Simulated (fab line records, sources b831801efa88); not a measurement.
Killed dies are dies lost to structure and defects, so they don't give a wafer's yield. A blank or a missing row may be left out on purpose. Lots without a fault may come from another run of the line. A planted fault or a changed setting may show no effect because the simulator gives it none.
fab line records | flow sky130
record lots=5 wafers=15 last_day=49
route steps=708 shown LDD_N@242 LDD_P@255 LDD_HVN@267 LDD_HVP@278
lots that met no fault: from a run of the same line without faults
start_h: hours from the record's first day to the start of the lot's first wafer shown | wait_h: hours since the lot's step before | " the same as in the row above | L1.1+2: a row that stands for several wafers | - no value, or no start given | * or withheld: withheld | < > ~ a bound
route shown NAME@n: a module of which the file shows steps, and the number in the route of the first | usual: mean/standard deviation of fault-free wafers | same: alike in all rows | chamber/n: place in a boat | sites: the reading at each site | _std_site: their standard deviation | _edge_site: outer sites' mean less inner sites' | radius_mm: how far each site lies from the wafer's centre | mask NAME#n: copy n | behind: the tool/chamber that last shaped the wafer | hold: why the lot was held/for how many hours/how that ended | device: the transistor (n, p or np) that didn't switch | end of line: the same wafers' tests at the end of the route | a step without rows: its recipe alone | killed: dies lost to structure and defects at the first sort, not the wafer's yield | map: a wafer's dies, x killed, . not, _ none there
set.NAME: the setting as run; set.NAME@STEP: as run at that earlier step | model.NAME: the simulator's own value behind a step, which no gauge read
lots at some steps of the route; a table a step, a row a wafer
services: from which hour (start_h, from the record's first day; less than 0 if before it) a tool's chamber was out of use, for how many hours, and why
## steps
# step SKY_LDD_N_PEB_05
# recipe temp_c=withheld time_s=* resist=NOVOLAK
# columns lot.wafer tool chamber start_h wait_h
L081.2+4+5 litho_track-04 0 - -
L086.1+4+6 litho_track-02 0 - -
L088.3+4+5 litho_track-01 0 - -
L089.3+5+6 litho_track-02 0 - -
L093.3+4+6 litho_track-04 0 - -
# step SKY_LDD_N_DEVELOP_06
# recipe develop_time_s=60 dev_temp_c=23
# columns lot.wafer tool chamber start_h wait_h
L081.2+4+5 litho_track-04 0 456.95 0.1
L086.1+4+6 litho_track-02 0 506.18 0.1
L088.3+4+5 litho_track-01 0 526.43 0.1
L089.3+5+6 litho_track-02 0 539.58 0.1
L093.3+4+6 litho_track-04 0 564.07 0.1
# step SKY_LDD_N_OVL_MEAS_07
# usual LDD_N_OVL=0.4/1.5
# columns lot.wafer tool chamber start_h wait_h LDD_N_OVL[nm]
L081.2 overlay-02 - 457.08 0.1 0.6
L081.4 " - " " 1.6
L081.5 " - " " 0.9
L086.1 overlay-01 - 506.33 0.1 -2.7
L086.4 " - " " -2.0
L086.6 " - " " -1.3
L088.3 overlay-02 - 526.54 0.1 -0.4
L088.4 " - " " -0.9
L088.5 " - " " -1.1
L089.3 overlay-02 - 539.69 0.1 0.8
L089.5 " - " " -1.5
L089.6 " - " " -0.7
L093.3 overlay-02 - 564.19 0.1 2.8
L093.4 " - " " 1.0
L093.6 " - " " 2.2
# step SKY_LDD_N_IMPLANT_08
# recipe species=As energy_kev=20 dose_cm2=7.5e+13 tilt_deg=withheld rotation_deg=23
# usual faraday_current_uA=423/8.8
# columns lot.wafer tool chamber start_h wait_h faraday_current_uA
L081.2 implanter-02 0 457.14 0.0 430
L081.4 " 0 " " 414
L081.5 " 0 " " 424
L086.1 implanter-03 0 506.36 0.0 421
L086.4 " 0 " " 404
L086.6 " 0 " " 409
L088.3 implanter-02 0 526.61 0.1 415
L088.4 " 0 " " 421
L088.5 " 0 " " 426
L089.3 implanter-02 0 539.76 0.1 410
L089.5 " 0 " " 428
L089.6 " 0 " " 420
L093.3 implanter-01 0 564.26 0.1 428
L093.4 " 0 " " 425
L093.6 " 0 " " 431
# step SKY_LDD_N_IMPLANT_09
# recipe species=As energy_kev=20 dose_cm2=7.5e+13 tilt_deg=withheld rotation_deg=113
# usual faraday_current_uA=423/9.5
# columns lot.wafer tool chamber start_h wait_h faraday_current_uA
L081.2 implanter-02 0 457.29 0.1 421
L081.4 " 0 " " 423
L081.5 " 0 " " 440
L086.1 implanter-03 0 506.51 0.1 438
L086.4 " 0 " " 420
L086.6 " 0 " " 424
L088.3 implanter-02 0 526.76 0.1 410
L088.4 " 0 " " 425
L088.5 " 0 " " 414
L089.3 implanter-02 0 539.91 0.1 428
L089.5 " 0 " " 417
L089.6 " 0 " " 433
L093.3 implanter-01 0 564.41 0.1 416
L093.4 " 0 " " 429
L093.6 " 0 " " 441
# step SKY_LDD_N_IMPLANT_10
# recipe species=As energy_kev=20 dose_cm2=7.5e+13 tilt_deg=withheld rotation_deg=203
# usual faraday_current_uA=423/8.3
# columns lot.wafer tool chamber start_h wait_h faraday_current_uA
L081.2 implanter-02 0 457.44 0.1 410
L081.4 " 0 " " 427
L081.5 " 0 " " 427
L086.1 implanter-03 0 506.66 0.1 417
L086.4 " 0 " " 436
L086.6 " 0 " " 429
L088.3 implanter-02 0 526.91 0.1 422
L088.4 " 0 " " 421
L088.5 " 0 " " 411
L089.3 implanter-02 0 540.06 0.1 421
L089.5 " 0 " " 424
L089.6 " 0 " " 418
L093.3 implanter-01 0 564.56 0.1 415
L093.4 " 0 " " 427
L093.6 " 0 " " 423
# step SKY_LDD_N_IMPLANT_11
# recipe species=As energy_kev=20 dose_cm2=7.5e+13 tilt_deg=withheld rotation_deg=293
# usual faraday_current_uA=423/8.1
# columns lot.wafer tool chamber start_h wait_h faraday_current_uA
L081.2 implanter-02 0 457.59 0.1 422
L081.4 " 0 " " 427
L081.5 " 0 " " 436
L086.1 implanter-03 0 506.81 0.1 431
L086.4 " 0 " " 429
L086.6 " 0 " " 421
L088.3 implanter-02 0 527.06 0.1 424
L088.4 " 0 " " 420
L088.5 " 0 " " 414
L089.3 implanter-02 0 540.21 0.1 414
L089.5 " 0 " " 415
L089.6 " 0 " " 435
L093.3 implanter-01 0 564.71 0.1 432
L093.4 " 0 " " 431
L093.6 " 0 " " 428
# step SKY_LDD_N_IMPLANT_12
# recipe species=BF2 energy_kev=50 dose_cm2=5e+12 tilt_deg=30 rotation_deg=0
# usual faraday_current_uA=28.3/0.6
# columns lot.wafer tool chamber start_h wait_h faraday_current_uA
L081.2 implanter-02 0 457.74 0.1 27.8
L081.4 " 0 " " 27.2
L081.5 " 0 " " 27.1
L086.1 implanter-03 0 506.96 0.1 28.1
L086.4 " 0 " " 27.6
L086.6 " 0 " " 29.0
L088.3 implanter-02 0 527.21 0.1 27.5
L088.4 " 0 " " 28.6
L088.5 " 0 " " 28.3
L089.3 implanter-02 0 540.36 0.1 27.5
L089.5 " 0 " " 29.0
L089.6 " 0 " " 28.0
L093.3 implanter-01 0 564.86 0.1 28.7
L093.4 " 0 " " 28.8
L093.6 " 0 " " 28.1
# step SKY_LDD_N_IMPLANT_13
# recipe species=BF2 energy_kev=50 dose_cm2=5e+12 tilt_deg=30 rotation_deg=90
# usual faraday_current_uA=28.2/0.56
# columns lot.wafer tool chamber start_h wait_h faraday_current_uA
L081.2 implanter-02 0 457.89 0.1 28.3
L081.4 " 0 " " 27.7
L081.5 " 0 " " 28.5
L086.1 implanter-03 0 507.11 0.1 28.5
L086.4 " 0 " " 27.2
L086.6 " 0 " " 28.8
L088.3 implanter-02 0 527.36 0.1 28.7
L088.4 " 0 " " 28.7
L088.5 " 0 " " 27.8
L089.3 implanter-02 0 540.51 0.1 28.4
L089.5 " 0 " " 27.5
L089.6 " 0 " " 27.9
L093.3 implanter-01 0 565.01 0.1 27.6
L093.4 " 0 " " 28.8
L093.6 " 0 " " 28.6
# step SKY_LDD_N_IMPLANT_14
# recipe species=BF2 energy_kev=50 dose_cm2=5e+12 tilt_deg=30 rotation_deg=180
# usual faraday_current_uA=28.2/0.56
# columns lot.wafer tool chamber start_h wait_h faraday_current_uA
L081.2 implanter-02 0 458.04 0.1 27.7
L081.4 " 0 " " 28.0
L081.5 " 0 " " 27.6
L086.1 implanter-03 0 507.26 0.1 28.7
L086.4 " 0 " " 27.7
L086.6 " 0 " " 28.0
L088.3 implanter-02 0 527.51 0.1 28.8
L088.4 " 0 " " 28.7
L088.5 " 0 " " 28.6
L089.3 implanter-02 0 540.66 0.1 27.1
L089.5 " 0 " " 28.1
L089.6 " 0 " " 29.9
L093.3 implanter-01 0 565.16 0.1 28.6
L093.4 " 0 " " 27.5
L093.6 " 0 " " 28.2
# step SKY_LDD_N_IMPLANT_15
# recipe species=BF2 energy_kev=50 dose_cm2=5e+12 tilt_deg=30 rotation_deg=270
# usual faraday_current_uA=28.2/0.56
# columns lot.wafer tool chamber start_h wait_h faraday_current_uA
L081.2 implanter-02 0 458.19 0.1 28.2
L081.4 " 0 " " 27.4
L081.5 " 0 " " 28.1
L086.1 implanter-03 0 507.41 0.1 28.4
L086.4 " 0 " " 28.8
L086.6 " 0 " " 27.7
L088.3 implanter-02 0 527.66 0.1 28.9
L088.4 " 0 " " 28.5
L088.5 " 0 " " 27.9
L089.3 implanter-02 0 540.81 0.1 28.8
L089.5 " 0 " " 28.4
L089.6 " 0 " " 28.5
L093.3 implanter-01 0 565.31 0.1 28.4
L093.4 " 0 " " 28.0
L093.6 " 0 " " 27.6
# step SKY_LDD_N_STRIP_16
# recipe chemistry=O2/N2 power_w=1400 pressure_mtorr=1500 platen_temp_c=withheld o2_flow_sccm=3000 n2_flow_sccm=300 overash_fraction=0.5
# usual drypump_motor_current_A=5.7/0.67 oes_product_au=0.406/0.0046 strip_time_to_endpoint_s=4.313/0.015
# columns lot.wafer tool chamber start_h wait_h drypump_motor_current_A oes_product_au rf_hours_counter_h strip_time_to_endpoint_s
L081.2 plasma_asher-02 0 458.31 0.1 6.2 0.407 2 4.289
L081.4 " 0 " " 6.2 0.404 - 4.285
L081.5 " 1 " " 5.2 0.407 - 4.300
L086.1 plasma_asher-02 1 507.56 0.1 5.2 0.405 7 4.293
L086.4 " 0 " " 6.2 0.419 - 4.316
L086.6 " 1 " " 5.2 0.405 - 4.287
L088.3 plasma_asher-04 0 527.80 0.1 6.5 0.415 - 4.293
L088.4 " 1 " " 4.7 0.408 - 4.313
L088.5 " 0 " " 6.5 0.399 - 4.297
L089.3 plasma_asher-01 1 540.95 0.1 5.4 0.407 - 4.312
L089.5 " 0 " " 6.1 0.403 - 4.318
L089.6 " 1 " " 5.5 0.411 - 4.318
L093.3 plasma_asher-01 0 565.44 0.1 6.2 0.403 - 4.310
L093.4 " 1 " " 5.4 0.405 - 4.316
L093.6 " 1 " " 5.4 0.407 - 4.310
# step SKY_LDD_N_TW_MEAS_17
# usual LDD_N_TW=2624/17
# columns lot.wafer tool chamber start_h wait_h LDD_N_TW
L081.2 film_metro-01 - 458.42 0.1 2634
L081.4 " - " " 2628
L081.5 " - " " 2636
L086.1 film_metro-02 - 507.66 0.1 2605
L086.4 " - " " 2614
L086.6 " - " " 2608
L088.3 film_metro-04 - 527.88 0.1 2639
L088.4 " - " " 2643
L088.5 " - " " 2630
L089.3 film_metro-01 - 541.03 0.1 2609
L089.5 " - " " 2620
L089.6 " - " " 2621
L093.3 film_metro-04 - 565.56 0.1 2641
L093.4 " - " " 2642
L093.6 " - " " 2623
# step SKY_LDD_P_DEHYDRATE_00
# recipe temp_c=200 time_s=60
# usual heater_power_total_W=160.37/0.14
# columns lot.wafer tool chamber start_h wait_h heater_power_total_W
L081.2 litho_track-02 0 473.65 15.2 160.40
L081.4 " 0 " " 160.57
L081.5 " 0 " " 160.56
L086.1 litho_track-03 0 522.86 15.2 160.46
L086.4 " 0 " " 160.27
L086.6 " 0 " " 160.36
L088.3 litho_track-01 0 542.83 14.9 160.31
L088.4 " 0 " " 160.51
L088.5 " 0 " " 160.54
L089.3 litho_track-02 0 555.58 14.5 160.54
L089.5 " 0 " " 160.50
L089.6 " 0 " " 160.25
L093.3 litho_track-03 0 578.71 13.1 160.23
L093.4 " 0 " " 160.55
L093.6 " 0 " " 160.28
# step SKY_LDD_P_HMDS_01
# recipe prime_time_s=60 prime_temp_c=120
# columns lot.wafer tool chamber start_h wait_h
L081.2+4+5 litho_track-02 0 473.80 0.1
L086.1+4+6 litho_track-03 0 523.01 0.1
L088.3+4+5 litho_track-01 0 542.98 0.1
L089.3+5+6 litho_track-02 0 555.73 0.1
L093.3+4+6 litho_track-03 0 578.86 0.1
# step SKY_LDD_P_COAT_02
# recipe resist=NOVOLAK spin_rpm=3000 resist_thk_nm=1140
# usual spin_speed_rpm=2999.7/1.9
# columns lot.wafer tool chamber start_h wait_h spin_speed_rpm
L081.2 litho_track-02 0 473.95 0.1 3001.9
L081.4 " 0 " " 3001.0
L081.5 " 0 " " 3000.6
L086.1 litho_track-03 0 523.16 0.1 2999.0
L086.4 " 0 " " 3002.0
L086.6 " 0 " " 2999.7
L088.3 litho_track-01 0 543.13 0.1 2997.0
L088.4 " 0 " " 2999.5
L088.5 " 0 " " 2997.8
L089.3 litho_track-02 0 555.88 0.1 2997.9
L089.5 " 0 " " 2999.9
L089.6 " 0 " " 2999.1
L093.3 litho_track-03 0 579.01 0.1 3001.8
L093.4 " 0 " " 2999.4
L093.6 " 0 " " 3001.7
# step SKY_LDD_P_SOFTBAKE_03
# recipe temp_c=90 time_s=60 resist=NOVOLAK
# usual heater_power_total_W=56.60/0.039
# columns lot.wafer tool chamber start_h wait_h heater_power_total_W
L081.2 litho_track-02 0 474.10 0.1 56.59
L081.4 " 0 " " 56.60
L081.5 " 0 " " 56.67
L086.1 litho_track-03 0 523.31 0.1 56.61
L086.4 " 0 " " 56.61
L086.6 " 0 " " 56.62
L088.3 litho_track-01 0 543.28 0.1 56.65
L088.4 " 0 " " 56.62
L088.5 " 0 " " 56.60
L089.3 litho_track-02 0 556.03 0.1 56.60
L089.5 " 0 " " 56.57
L089.6 " 0 " " 56.62
L093.3 litho_track-03 0 579.16 0.1 56.62
L093.4 " 0 " " 56.61
L093.6 " 0 " " 56.59
# step SKY_LDD_P_EXPOSE_04
# recipe mask_id=PSDM na=0.6 source_shape=conventional sigma_outer=0.6 polarization=unpolarized target_cd_nm=380 dose_mj=138
# columns lot.wafer tool chamber start_h wait_h mask
L081.2+4+5 iline_stepper-01 0 - - PSDM#0
L086.1+4+6 iline_stepper-02 0 - - PSDM#0
L088.3+4+5 iline_stepper-01 0 - - PSDM#0
L089.3+5+6 iline_stepper-01 0 - - PSDM#0
L093.3+4+6 iline_stepper-02 0 - - PSDM#0
# step SKY_LDD_P_PEB_05
# recipe temp_c=withheld time_s=* resist=NOVOLAK
# columns lot.wafer tool chamber start_h wait_h
L081.2+4+5 litho_track-02 0 - -
L086.1+4+6 litho_track-02 0 - -
L088.3+4+5 litho_track-02 0 - -
L089.3+5+6 litho_track-03 0 - -
L093.3+4+6 litho_track-03 0 - -
# step SKY_LDD_P_DEVELOP_06
# recipe resist=NOVOLAK developer=TMAH develop_time_s=60 dev_temp_c=23
# columns lot.wafer tool chamber start_h wait_h
L081.2+4+5 litho_track-02 0 489.20 0.1
L086.1+4+6 litho_track-02 0 537.68 0.1
L088.3+4+5 litho_track-02 0 557.88 0.1
L089.3+5+6 litho_track-03 0 570.21 0.1
L093.3+4+6 litho_track-03 0 593.46 0.1
# step SKY_LDD_P_CD_MEAS_07
# recipe target_cd_nm=380
# usual cd_nm=378.8/2.1
# columns lot.wafer tool chamber start_h wait_h cd_nm
L081.2 cd_sem-02 - 489.47 0.2 380.2
L081.4 " - " " 380.1
L081.5 " - " " 381.6
L086.1 cd_sem-01 - 537.83 0.1 378.6
L086.4 " - " " 381.0
L086.6 " - " " 377.6
L088.3 cd_sem-01 - 558.02 0.1 382.7
L088.4 " - " " 381.9
L088.5 " - " " 380.8
L089.3 cd_sem-01 - 570.35 0.1 378.1
L089.5 " - " " 380.8
L089.6 " - " " 379.0
L093.3 cd_sem-02 - 593.60 0.1 380.2
L093.4 " - " " 380.8
L093.6 " - " " 377.7
# step SKY_LDD_P_OVL_MEAS_08
# usual LDD_P_OVL=-0.4/1.3
# columns lot.wafer tool chamber start_h wait_h LDD_P_OVL[nm]
L081.2 overlay-01 - 489.57 0.1 -2.0
L081.4 " - " " -2.6
L081.5 " - " " -0.4
L086.1 overlay-02 - 537.95 0.1 -0.7
L086.4 " - " " 0.0
L086.6 " - " " -3.8
L088.3 overlay-02 - 558.11 0.1 0.7
L088.4 " - " " 0.9
L088.5 " - " " 0.4
L089.3 overlay-01 - 570.45 0.1 -1.9
L089.5 " - " " -1.2
L089.6 " - " " -2.6
L093.3 overlay-01 - 593.71 0.1 0.2
L093.4 " - " " -0.8
L093.6 " - " " -2.4
# step SKY_LDD_P_IMPLANT_09
# recipe species=BF2 energy_kev=25 dose_cm2=1e+13 tilt_deg=withheld
# usual faraday_current_uA=56.4/1.1
# columns lot.wafer tool chamber start_h wait_h faraday_current_uA
L081.2 implanter-03 0 489.63 0.0 54.8
L081.4 " 0 " " 57.1
L081.5 " 0 " " 57.2
L086.1 implanter-03 0 537.98 0.0 57.9
L086.4 " 0 " " 58.8
L086.6 " 0 " " 55.4
L088.3 implanter-01 0 558.18 0.1 55.1
L088.4 " 0 " " 56.7
L088.5 " 0 " " 57.0
L089.3 implanter-01 0 570.52 0.1 56.3
L089.5 " 0 " " 57.0
L089.6 " 0 " " 58.0
L093.3 implanter-04 0 593.79 0.1 58.2
L093.4 " 0 " " 55.6
L093.6 " 0 " " 56.2
# step SKY_LDD_P_STRIP_10
# recipe chemistry=O2/N2 power_w=1400 pressure_mtorr=1500 platen_temp_c=withheld o2_flow_sccm=3000 n2_flow_sccm=300 overash_fraction=0.5
# usual drypump_motor_current_A=5.7/0.38 oes_product_au=0.716/0.0047 strip_time_to_endpoint_s=14.19/0.038
# columns lot.wafer tool chamber start_h wait_h drypump_motor_current_A oes_product_au rf_hours_counter_h strip_time_to_endpoint_s
L081.2 plasma_asher-01 0 489.75 0.1 6.1 0.723 31 14.24
L081.4 " 1 " " 5.4 0.719 - 14.23
L081.5 " 1 " " 5.4 0.716 - 14.23
L086.1 plasma_asher-03 0 538.13 0.1 5.8 0.716 75 14.17
L086.4 " 1 " " 5.3 0.723 - 14.16
L086.6 " 1 " " 5.3 0.711 - 14.20
L088.3 plasma_asher-03 1 558.32 0.1 5.3 0.718 - 14.15
L088.4 " 0 " " 5.8 0.716 - 14.16
L088.5 " 1 " " 5.3 0.724 - 14.17
L089.3 plasma_asher-03 1 570.65 0.1 5.3 0.717 - 14.19
L089.5 " 1 " " 5.3 0.722 - 14.16
L089.6 " 0 " " 5.8 0.722 - 14.20
L093.3 plasma_asher-02 0 593.92 0.1 6.2 0.717 - 14.18
L093.4 " 1 " " 5.2 0.723 - 14.18
L093.6 " 1 " " 5.2 0.717 - 14.21
# step SKY_LDD_P_TW_MEAS_11
# usual LDD_P_TW=642/4.7
# columns lot.wafer tool chamber start_h wait_h LDD_P_TW
L081.2 film_metro-02 - 489.86 0.1 644
L081.4 " - " " 638
L081.5 " - " " 643
L086.1 film_metro-01 - 538.23 0.1 638
L086.4 " - " " 644
L086.6 " - " " 644
L088.3 film_metro-01 - 558.40 0.1 646
L088.4 " - " " 646
L088.5 " - " " 647
L089.3 film_metro-01 - 570.86 0.2 650
L089.5 " - " " 647
L089.6 " - " " 647
L093.3 film_metro-01 - 594.01 0.1 638
L093.4 " - " " 640
L093.6 " - " " 638
# step SKY_LDD_HVN_DEHYDRATE_00
# recipe temp_c=200 time_s=60
# usual heater_power_total_W=160.35/0.14
# columns lot.wafer tool chamber start_h wait_h heater_power_total_W
L081.2 litho_track-03 0 504.69 14.8 160.20
L081.4 " 0 " " 160.25
L081.5 " 0 " " 160.16
L086.1 litho_track-04 0 553.12 14.9 160.25
L086.4 " 0 " " 160.51
L086.6 " 0 " " 160.36
L088.3 litho_track-03 0 572.76 14.3 160.36
L088.4 " 0 " " 160.57
L088.5 " 0 " " 160.13
L089.3 litho_track-04 0 584.62 13.8 160.47
L089.5 " 0 " " 160.32
L089.6 " 0 " " 160.26
L093.3 litho_track-04 0 607.82 13.8 160.40
L093.4 " 0 " " 160.37
L093.6 " 0 " " 160.21
# step SKY_LDD_HVN_HMDS_01
# recipe prime_time_s=60 prime_temp_c=120
# columns lot.wafer tool chamber start_h wait_h
L081.2+4+5 litho_track-03 0 504.84 0.1
L086.1+4+6 litho_track-04 0 553.27 0.1
L088.3+4+5 litho_track-03 0 572.91 0.1
L089.3+5+6 litho_track-04 0 584.77 0.1
L093.3+4+6 litho_track-04 0 607.97 0.1
# step SKY_LDD_HVN_COAT_02
# recipe resist=NOVOLAK spin_rpm=3000 resist_thk_nm=300
# usual spin_speed_rpm=2999.9/1.6
# columns lot.wafer tool chamber start_h wait_h spin_speed_rpm
L081.2 litho_track-03 0 504.99 0.1 2999.1
L081.4 " 0 " " 3002.0
L081.5 " 0 " " 2999.7
L086.1 litho_track-04 0 553.42 0.1 3001.5
L086.4 " 0 " " 2999.5
L086.6 " 0 " " 2999.5
L088.3 litho_track-03 0 573.06 0.1 2999.4
L088.4 " 0 " " 3000.5
L088.5 " 0 " " 3002.1
L089.3 litho_track-04 0 584.92 0.1 3000.7
L089.5 " 0 " " 2999.3
L089.6 " 0 " " 2999.8
L093.3 litho_track-04 0 608.12 0.1 3001.3
L093.4 " 0 " " 2998.3
L093.6 " 0 " " 2998.3
# step SKY_LDD_HVN_SOFTBAKE_03
# recipe temp_c=90 time_s=60 resist=NOVOLAK
# usual heater_power_total_W=56.60/0.049
# columns lot.wafer tool chamber start_h wait_h heater_power_total_W
L081.2 litho_track-03 0 505.14 0.1 56.55
L081.4 " 0 " " 56.56
L081.5 " 0 " " 56.58
L086.1 litho_track-04 0 553.57 0.1 56.62
L086.4 " 0 " " 56.50
L086.6 " 0 " " 56.59
L088.3 litho_track-03 0 573.21 0.1 56.54
L088.4 " 0 " " 56.64
L088.5 " 0 " " 56.61
L089.3 litho_track-04 0 585.07 0.1 56.60
L089.5 " 0 " " 56.67
L089.6 " 0 " " 56.61
L093.3 litho_track-04 0 608.27 0.1 56.65
L093.4 " 0 " " 56.62
L093.6 " 0 " " 56.50
# step SKY_LDD_HVN_EXPOSE_04
# recipe mask_id=HVNTM na=0.6 source_shape=conventional sigma_outer=0.6 polarization=unpolarized target_cd_nm=700 dose_mj=127
# columns lot.wafer tool chamber start_h wait_h mask
L081.2+4+5 iline_stepper-01 0 - - HVNTM#0
L086.1+4+6 iline_stepper-01 0 - - HVNTM#0
L088.3+4+5 iline_stepper-02 0 - - HVNTM#0
L089.3+5+6 iline_stepper-02 0 - - HVNTM#0
L093.3+4+6 iline_stepper-01 0 - - HVNTM#0
# step SKY_LDD_HVN_PEB_05
# recipe temp_c=withheld time_s=* resist=NOVOLAK
# columns lot.wafer tool chamber start_h wait_h
L081.2+4+5 litho_track-02 0 - -
L086.1+4+6 litho_track-03 0 - -
L088.3+4+5 litho_track-02 0 - -
L089.3+5+6 litho_track-04 0 - -
L093.3+4+6 litho_track-03 0 - -
# step SKY_LDD_HVN_DEVELOP_06
# recipe resist=NOVOLAK developer=TMAH develop_time_s=60 dev_temp_c=23
# columns lot.wafer tool chamber start_h wait_h
L081.2+4+5 litho_track-02 0 520.25 0.1
L086.1+4+6 litho_track-03 0 568.26 0.1
L088.3+4+5 litho_track-02 0 587.78 0.1
L089.3+5+6 litho_track-04 0 599.77 0.1
L093.3+4+6 litho_track-03 0 621.81 0.1
# step SKY_LDD_HVN_OVL_MEAS_07
# usual LDD_HVN_OVL=0.8/1.4
# columns lot.wafer tool chamber start_h wait_h LDD_HVN_OVL[nm]
L081.2 overlay-02 - 520.38 0.1 -1.8
L081.4 " - " " 3.9
L081.5 " - " " 1.2
L086.1 overlay-02 - 568.41 0.1 2.4
L086.4 " - " " 2.0
L086.6 " - " " 0.9
L088.3 overlay-02 - 587.89 0.1 1.1
L088.4 " - " " 1.2
L088.5 " - " " 1.8
L089.3 overlay-01 - 599.89 0.1 1.3
L089.5 " - " " 2.2
L089.6 " - " " 0.6
L093.3 overlay-02 - 621.93 0.1 1.3
L093.4 " - " " 1.1
L093.6 " - " " 2.1
# step SKY_LDD_HVN_IMPLANT_08
# recipe species=P energy_kev=60 dose_cm2=3e+13 tilt_deg=40
# usual faraday_current_uA=170/3.4
# columns lot.wafer tool chamber start_h wait_h faraday_current_uA
L081.2 implanter-04 0 520.44 0.0 170
L081.4 " 0 " " 172
L081.5 " 0 " " 167
L086.1 implanter-02 0 568.45 0.0 170
L086.4 " 0 " " 168
L086.6 " 0 " " 174
L088.3 implanter-01 0 587.96 0.1 171
L088.4 " 0 " " 162
L088.5 " 0 " " 169
L089.3 implanter-02 0 599.96 0.1 171
L089.5 " 0 " " 164
L089.6 " 0 " " 168
L093.3 implanter-04 0 622.00 0.1 166
L093.4 " 0 " " 168
L093.6 " 0 " " 172
# step SKY_LDD_HVN_STRIP_09
# recipe chemistry=O2/N2 power_w=1400 pressure_mtorr=1500 platen_temp_c=withheld o2_flow_sccm=3000 n2_flow_sccm=300 overash_fraction=0.5
# usual drypump_motor_current_A=5.6/0.67 oes_product_au=0.408/0.0051 strip_time_to_endpoint_s=4.139/0.013
# columns lot.wafer tool chamber start_h wait_h drypump_motor_current_A oes_product_au rf_hours_counter_h strip_time_to_endpoint_s
L081.2 plasma_asher-03 1 520.56 0.1 5.3 0.409 73 4.141
L081.4 " 0 " " 5.8 0.413 - 4.115
L081.5 " 1 " " 5.3 0.399 - 4.120
L086.1 plasma_asher-01 1 568.60 0.1 5.4 0.411 40 4.121
L086.4 " 0 " " 6.2 0.417 - 4.131
L086.6 " 1 " " 5.5 0.407 - 4.120
L088.3 plasma_asher-04 0 588.10 0.1 6.5 0.406 - 4.140
L088.4 " 1 " " 4.7 0.409 - 4.143
L088.5 " 1 " " 4.7 0.401 - 4.141
L089.3 plasma_asher-03 1 600.09 0.1 5.3 0.407 - 4.133
L089.5 " 0 " " 5.8 0.412 - 4.140
L089.6 " 1 " " 5.3 0.412 - 4.136
L093.3 plasma_asher-01 0 622.13 0.1 6.2 0.414 - 4.119
L093.4 " 1 " " 5.4 0.403 - 4.135
L093.6 " 1 " " 5.4 0.408 - 4.134
# step SKY_LDD_HVN_TW_MEAS_10
# usual LDD_HVN_TW=1450/12
# columns lot.wafer tool chamber start_h wait_h LDD_HVN_TW
L081.2 film_metro-04 - 520.67 0.1 1464
L081.4 " - " " 1471
L081.5 " - " " 1470
L086.1 film_metro-04 - 568.70 0.1 1467
L086.4 " - " " 1465
L086.6 " - " " 1464
L088.3 film_metro-03 - 588.18 0.1 1436
L088.4 " - " " 1426
L088.5 " - " " 1417
L089.3 film_metro-03 - 600.18 0.1 1440
L089.5 " - " " 1436
L089.6 " - " " 1444
L093.3 film_metro-01 - 622.22 0.1 1461
L093.4 " - " " 1458
L093.6 " - " " 1467
# step SKY_LDD_HVP_DEHYDRATE_00
# recipe temp_c=200 time_s=60
# usual heater_power_total_W=160.38/0.13
# columns lot.wafer tool chamber start_h wait_h heater_power_total_W
L081.2 litho_track-03 0 534.54 13.9 160.51
L081.4 " 0 " " 160.40
L081.5 " 0 " " 160.28
L086.1 litho_track-01 0 582.58 13.9 160.22
L086.4 " 0 " " 160.38
L086.6 " 0 " " 160.51
L088.3 litho_track-04 0 602.42 14.2 160.51
L088.4 " 0 " " 160.24
L088.5 " 0 " " 160.52
L089.3 litho_track-01 0 614.03 13.8 160.58
L089.5 " 0 " " 160.50
L089.6 " 0 " " 160.18
L093.3 litho_track-01 0 634.38 12.1 160.40
L093.4 " 0 " " 160.08
L093.6 " 0 " " 160.54
# step SKY_LDD_HVP_HMDS_01
# recipe prime_time_s=60 prime_temp_c=120
# columns lot.wafer tool chamber start_h wait_h
L081.2+4+5 litho_track-03 0 534.69 0.1
L086.1+4+6 litho_track-01 0 582.73 0.1
L088.3+4+5 litho_track-04 0 602.57 0.1
L089.3+5+6 litho_track-01 0 614.18 0.1
L093.3+4+6 litho_track-01 0 634.53 0.1
# step SKY_LDD_HVP_COAT_02
# recipe resist=NOVOLAK spin_rpm=3000 resist_thk_nm=300
# usual spin_speed_rpm=3000.2/1.8
# columns lot.wafer tool chamber start_h wait_h spin_speed_rpm
L081.2 litho_track-03 0 534.84 0.1 3001.4
L081.4 " 0 " " 3000.6
L081.5 " 0 " " 2999.0
L086.1 litho_track-01 0 582.88 0.1 3000.2
L086.4 " 0 " " 2999.2
L086.6 " 0 " " 2995.5
L088.3 litho_track-04 0 602.72 0.1 3001.3
L088.4 " 0 " " 2997.5
L088.5 " 0 " " 3001.4
L089.3 litho_track-01 0 614.33 0.1 2998.9
L089.5 " 0 " " 2999.8
L089.6 " 0 " " 3000.1
L093.3 litho_track-01 0 634.68 0.1 3002.9
L093.4 " 0 " " 3000.7
L093.6 " 0 " " 3002.8
# step SKY_LDD_HVP_SOFTBAKE_03
# recipe temp_c=90 time_s=60 resist=NOVOLAK
# usual heater_power_total_W=56.60/0.045
# columns lot.wafer tool chamber start_h wait_h heater_power_total_W
L081.2 litho_track-03 0 534.99 0.1 56.64
L081.4 " 0 " " 56.54
L081.5 " 0 " " 56.55
L086.1 litho_track-01 0 583.03 0.1 56.62
L086.4 " 0 " " 56.58
L086.6 " 0 " " 56.62
L088.3 litho_track-04 0 602.87 0.1 56.60
L088.4 " 0 " " 56.68
L088.5 " 0 " " 56.67
L089.3 litho_track-01 0 614.48 0.1 56.61
L089.5 " 0 " " 56.53
L089.6 " 0 " " 56.61
L093.3 litho_track-01 0 634.83 0.1 56.60
L093.4 " 0 " " 56.61
L093.6 " 0 " " 56.69
## services
# columns tool chamber start_h hours kind
plasma_asher-02 - 436.00 8.8 repair
iline_stepper-01 - 437.56 1.7 pm
implanter-04 - 438.89 1.1 repair
implanter-01 - 438.90 3.2 repair
implanter-01 - 449.73 4.5 pm
plasma_asher-02 - 450.15 1.2 repair
plasma_asher-01 - 456.44 28.1 pm
plasma_asher-02 - 468.69 10.2 repair
iline_stepper-02 - 482.81 1.7 pm
plasma_asher-01 - 486.24 1.1 repair
plasma_asher-01 - 490.53 2.8 pm
iline_stepper-01 - 513.93 2.1 repair
plasma_asher-02 - 529.87 14.6 pm
implanter-04 - 531.32 5.4 pm
implanter-01 - 533.10 15.1 repair
iline_stepper-02 - 535.98 2.2 repair
plasma_asher-03 - 547.75 0.9 repair
implanter-04 - 569.88 5.2 pm
implanter-03 - 572.96 3.5 repair
iline_stepper-01 - 583.71 2.1 pm
implanter-03 - 606.03 4.0 pm
plasma_asher-01 - 606.77 4.9 repair
plasma_asher-02 - 608.38 2.8 pm
plasma_asher-03 - 632.64 8.8 repair
## key
fault none
